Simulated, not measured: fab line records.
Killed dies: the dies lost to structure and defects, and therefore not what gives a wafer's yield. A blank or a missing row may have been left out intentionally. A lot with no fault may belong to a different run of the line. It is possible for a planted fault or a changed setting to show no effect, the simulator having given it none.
Problem report, 8D (eight disciplines) form, completed by code -- flow gf180mcu -- the parts of the form that need people (team, actions taken, sign-off) are left out

## 1. PROBLEM STATEMENT
PASSIVATION_CVD_00_THK at GF_PASSIVATION_THK_MEAS_01 reads a mean of 782 nm on 6 wafers of 2 lots; wafers without a fault read 1003 nm with a standard deviation of 13. Measured from the usual mean, that is -17 standard deviations.
The first sign was on wafer L620.1 at day 30 23:56, on film metro-01. Wafers with a number at this step in the record: 33, from 11 lots. Rule for "out", or "out of limits": more than 4 standard deviations from the usual mean. The other wafers with a number count as sound.

## 2. WHAT THIS IS AND IS NOT
question,is,is not
which readings at this step,PASSIVATION_CVD_00_THK,-
which lots,"L620, L623","L613, L615, L617, L618, L621, L624, L629, L631, L633"
which wafers of those lots,all that have a number,-
read on which gauges,"film metro-01, film metro-03",film metro-04
when,from day 30 23:56,"up to then (12 sound wafers); but 15 sound wafers of L621, L624, L629, L631, L633 came after"

## 3. WHAT RULES OUT EACH SUSPECT
Counting: a tool at any process step up to the reading remains a suspect when it ran all the lots that are out and ran no sound lot after the first of those.
- the gauge at GF_PASSIVATION_THK_MEAS_01: ruled out. Those wafers that are out were read across 2 gauges (film metro-01, film metro-03).
- plasma asher-01 at GF_V5_STRIP_18 (strips in O2/N2): ruled out as a lasting fault. The sound lots L621, L624 went through it after L620, its earliest lot that is out (day 30 02:56).
- pecvd-03 at GF_PASSIVATION_CVD_00 (deposits SiO2 from TEOS, target thk 1000 nm, time 111.95 s): kept. Every lot that is out went through it, starting with L620 (day 30 23:52), and after that it ran no sound lot; the last sound lot it ran before then is L618 (day 30 11:55). Its own run length s readings are out on those wafers.
Left after counting: pecvd-03 at GF_PASSIVATION_CVD_00.

## 4. THE CAUSE (what the simulator had put in)
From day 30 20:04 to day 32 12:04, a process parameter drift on pecvd-03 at GF_PASSIVATION_CVD_00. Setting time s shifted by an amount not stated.
Counting left only this tool.

## 5. THE EFFECT CHAIN, in route order
Rows list readings where the struck wafers' mean (over those with a number) sits beyond 3 standard deviations from the usual. Scope: only readings with a usual standard deviation given in the record; hours: median across lots of the time from each lot's start at the first step in this table that gives one to its start at this step; sigmas: change in usual standard deviations.
hours,step,reading,usual,on struck wafers,change,sigmas
0,GF_PASSIVATION_CVD_00,run length s,139.8 s,115.1,-24.7,-49
0,GF_PASSIVATION_THK_MEAS_01,PASSIVATION_CVD_00_THK,1003 nm,782,-221,-17
18,GF_PASSIVATION_ETCH_11,oes product au,0.963 a.u.,0.887,-0.076,-10
Here are the process steps it includes:
- GF_PASSIVATION_CVD_00: deposits SiO2 from TEOS, target thk 1000 nm, time 111.95 s.
- GF_PASSIVATION_ETCH_11: etches the open film in CF4/O2, stops on TiN, target depth 1800 nm, time 400 s.
Later measuring or inspecting steps at which every struck wafer that the step has a row for has a number for every such reading, and none has moved that far: GF_PASSIVATION_THK_MEAS_03.

## 6. HOW IT WOULD HAVE BEEN CAUGHT EARLIER
In this record the first reading out of limits at a measuring or inspecting step was taken at day 30 23:56, 4 hours after the fault began at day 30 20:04.
Tool's own readings at GF_PASSIVATION_CVD_00, run length s: out on all struck wafers the step has rows for; an alarm limit on them would have tripped on the first.
Of the lots that are out (2), L623 began GF_PASSIVATION_CVD_00 on pecvd-03 after day 30 23:56. It would have been spared by a hold on the tool at that moment.
